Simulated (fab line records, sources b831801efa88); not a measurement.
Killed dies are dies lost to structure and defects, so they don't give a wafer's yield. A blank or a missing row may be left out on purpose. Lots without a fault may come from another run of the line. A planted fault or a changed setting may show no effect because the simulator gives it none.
Chamber matching | flow sky130 | SKY_VIA4_ETCH_12 on rie_diel-01: 4 sister chambers
The step etches SiO2 in C4F8/O2/Ar, stops on TiN, target depth 580 nm. 27 wafers are shown with their chamber, then 12 later ones without.

WAFERS WITH THEIR CHAMBER
wafer  | chamber | oes_product_au (a.u.) | chamber_pressure_mTorr (mTorr)
L076.1 | 3       | 0.927                 | 40.04
L076.4 | 3       | 0.918                 | 40.00
L076.5 | 1       | 0.923                 | 40.01
L077.1 | 0       | 0.922                 | 39.98
L077.2 | 1       | 0.930                 | 40.04
L077.3 | 3       | 0.931                 | 40.02
L077.4 | 3       | 0.928                 | 40.09
L077.5 | 1       | 0.930                 | 39.98
L077.6 | 0       | 0.921                 | 39.93
L080.2 | 1       | 0.922                 | 39.98
L080.3 | 0       | 0.917                 | 39.92
L080.4 | 2       | 0.929                 | 40.01
L083.1 | 3       | 0.923                 | 40.03
L083.2 | 1       | 0.927                 | 40.03
L083.3 | 0       | 0.924                 | 40.00
L083.4 | 2       | 0.931                 | 39.99
L083.5 | 0       | 0.918                 | 39.95
L083.6 | 1       | 0.924                 | 39.99
L084.2 | 1       | 0.922                 | 40.06
L084.3 | 0       | 0.925                 | 40.02
L084.4 | 3       | 0.933                 | 39.98
L082.1 | 2       | 0.927                 | 40.04
L082.2 | 3       | 0.931                 | 40.00
L082.3 | 0       | 0.919                 | 40.02
L082.4 | 1       | 0.928                 | 40.04
L082.5 | 1       | 0.924                 | 40.00
L082.6 | 0       | 0.931                 | 40.02

SIGNATURES (means of the wafers above)
reading                | chamber 0 | chamber 1 | chamber 2 | chamber 3 | scatter within a chamber
oes_product_au         | 0.92213   | 0.92556   | 0.92900   | 0.92729   | 0.00418
chamber_pressure_mTorr | 39.9800   | 40.0144   | 40.0133   | 40.0229   | 0.0349
Rule: a wafer's distance from a chamber is the root of the sum, over the readings, of the square of ((its reading less the chamber's mean) divided by the reading's scatter). The wafer belongs to the nearest chamber; if the next one is less than 2 further off, it can't be placed. The scatter: the root of (the sum of the squares of (reading less its chamber's mean) over the shown wafers, divided by (wafers less chambers)).

WAFERS WITHOUT THEIR CHAMBER
wafer  | oes_product_au (a.u.) | chamber_pressure_mTorr (mTorr)
L090.1 | 0.931                 | 39.98
L090.4 | 0.929                 | 40.00
L090.5 | 0.930                 | 40.05
L091.1 | 0.928                 | 40.00
L091.2 | 0.928                 | 39.94
L091.4 | 0.923                 | 40.04
L095.1 | 0.931                 | 40.05
L095.4 | 0.934                 | 40.05
L095.5 | 0.928                 | 40.01
L096.2 | 0.923                 | 39.99
L096.4 | 0.923                 | 39.97
L096.5 | 0.920                 | 40.03

WHICH CHAMBER EACH WENT THROUGH
wafer  | from the rows above               | in truth
L090.1 | can't be placed: 2 or 3 or 1 or 0 | 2
L090.4 | can't be placed: 2 or 3 or 1 or 0 | 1
L090.5 | can't be placed: 3 or 2 or 1 or 0 | 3
L091.1 | can't be placed: 2 or 3 or 1 or 0 | 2
L091.2 | can't be placed: 0 or 2 or 1 or 3 | 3
L091.4 | can't be placed: 1 or 3 or 2 or 0 | 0
L095.1 | can't be placed: 2 or 3 or 1 or 0 | 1
L095.4 | can't be placed: 2 or 3 or 1 or 0 | 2
L095.5 | can't be placed: 2 or 3 or 1 or 0 | 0
L096.2 | can't be placed: 0 or 1 or 3 or 2 | 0
L096.4 | can't be placed: 0 or 1 or 3 or 2 | 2
L096.5 | can't be placed: 1 or 0 or 3 or 2 | 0
Placed correctly: 0 of 12. Can't be placed from these rows: 12 (the true chamber is among the candidates in 12). Placed wrongly: 0.
